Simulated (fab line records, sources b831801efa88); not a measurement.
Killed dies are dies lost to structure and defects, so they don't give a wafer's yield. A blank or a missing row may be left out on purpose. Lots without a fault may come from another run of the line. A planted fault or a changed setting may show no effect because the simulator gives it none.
Split-lot experiment | flow gf180mcu | 5 lots, 23 wafers read, on a route of 602 steps

THE SPLIT
At GF_V2_PEB_12 (peb time 90 s), the setting peb_time_s was moved away from the recipe's 90 s on 10 of the 23 wafers read, by -9.7% to +13.0%. The other wafers ran this setting at the recipe's value.

FROM THE SPLIT TO THE READING: what the file shows between them, 1 step
- GF_V2_DEVELOP_13: develop time 60 s

THE READING
cd_nm, in nm, at GF_V2_CD_MEAS_14 (target cd 260 nm). Fault-free wafers of this fab line usually give 260.0 nm, standard deviation 0.91 nm.

wafer  | tool, chamber at the split | peb_time_s as run, s | against the recipe | cd_nm, nm | against lot-mates on the recipe
L076.2 | litho_track-03, 0          | 90                   | recipe             | 260.9     | -
L076.3 | litho_track-03, 0          | 90                   | recipe             | 259.7     | -
L076.4 | litho_track-03, 0          | 90                   | recipe             | 260.0     | -
L077.1 | litho_track-03, 0          | 99.64                | +10.7%             | 263.7     | +2.9
L077.2 | litho_track-03, 0          | 90                   | recipe             | 261.0     | -
L077.3 | litho_track-03, 0          | 90                   | recipe             | 261.9     | -
L077.4 | litho_track-03, 0          | 90                   | recipe             | 259.6     | -
L077.5 | litho_track-03, 0          | 99.64                | +10.7%             | 263.4     | +2.6
L080.1 | litho_track-03, 0          | 90                   | recipe             | 260.2     | -
L080.2 | litho_track-03, 0          | 101.7                | +13.0%             | 263.5     | +2.8
L080.3 | litho_track-03, 0          | 101.7                | +13.0%             | 262.5     | +1.8
L080.4 | litho_track-03, 0          | 90                   | recipe             | 261.3     | -
L080.6 | litho_track-03, 0          | 101.7                | +13.0%             | 263.0     | +2.2
L082.1 | litho_track-04, 0          | 90                   | recipe             | 261.8     | -
L082.2 | litho_track-04, 0          | 81.3                 | -9.7%              | 258.2     | -2.9
L082.3 | litho_track-04, 0          | 90                   | recipe             | 260.8     | -
L082.4 | litho_track-04, 0          | 81.3                 | -9.7%              | 257.6     | -3.5
L082.6 | litho_track-04, 0          | 90                   | recipe             | 260.7     | -
L083.2 | litho_track-03, 0          | 97.5                 | +8.3%              | 261.1     | +2.5
L083.3 | litho_track-03, 0          | 97.5                 | +8.3%              | 260.6     | +2.0
L083.4 | litho_track-03, 0          | 90                   | recipe             | 258.6     | -
L083.5 | litho_track-03, 0          | 90                   | recipe             | 258.6     | -
L083.6 | litho_track-03, 0          | 97.5                 | +8.3%              | 260.1     | +1.5

THE FIT
A straight line over all 23 wafers: cd_nm changes by +0.207 nm for each +1% of peb_time_s; r = +0.79; the points scatter about the line by 1.1 nm.
The same after taking each lot's own level away (the mean of its wafers on the recipe; 23 wafers): +0.238 nm for each +1%; r = +0.92; scatter 0.66 nm.
On that fit, the largest move of peb_time_s shifts the reading by 3.1 nm.
The lots' own levels span 258.60 to 261.10 nm, that is 2.7 times the standard deviation above.
So the lot-to-lot level blurs the effect unless lot-mates are compared.
Check: with one of the wafers moved furthest among these (+13.0%) left out of the fit, the line predicts +2.95 nm for it against its lot-mates. It came out at +2.75 nm against them.

THE WHOLE CHAIN: every reading that the file lists as answering this split, in the file's order
step             | what it does                                                 | reading                                                   | change (the file's fit)               | r (the file's)
GF_V2_CD_MEAS_14 | target cd 260 nm                                             | cd_nm                                                     | +0.238 nm for each +1% of the setting | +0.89
GF_V2_ETCH_16    | etches BARC in N2/H2                                         | V2.cd_nm (the simulator's own value, which no gauge read) | +0.242 nm for each +1% of the setting | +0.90
GF_V2_ETCH_17    | etches SiO2 in C4F8/O2/Ar, stops on TiN, target depth 630 nm | V2.cd_nm (the simulator's own value, which no gauge read) | +0.262 nm for each +1% of the setting | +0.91

THE FILE'S OWN FIT
cd_nm changes by +0.238 nm for each +1% of peb_time_s, r = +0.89.
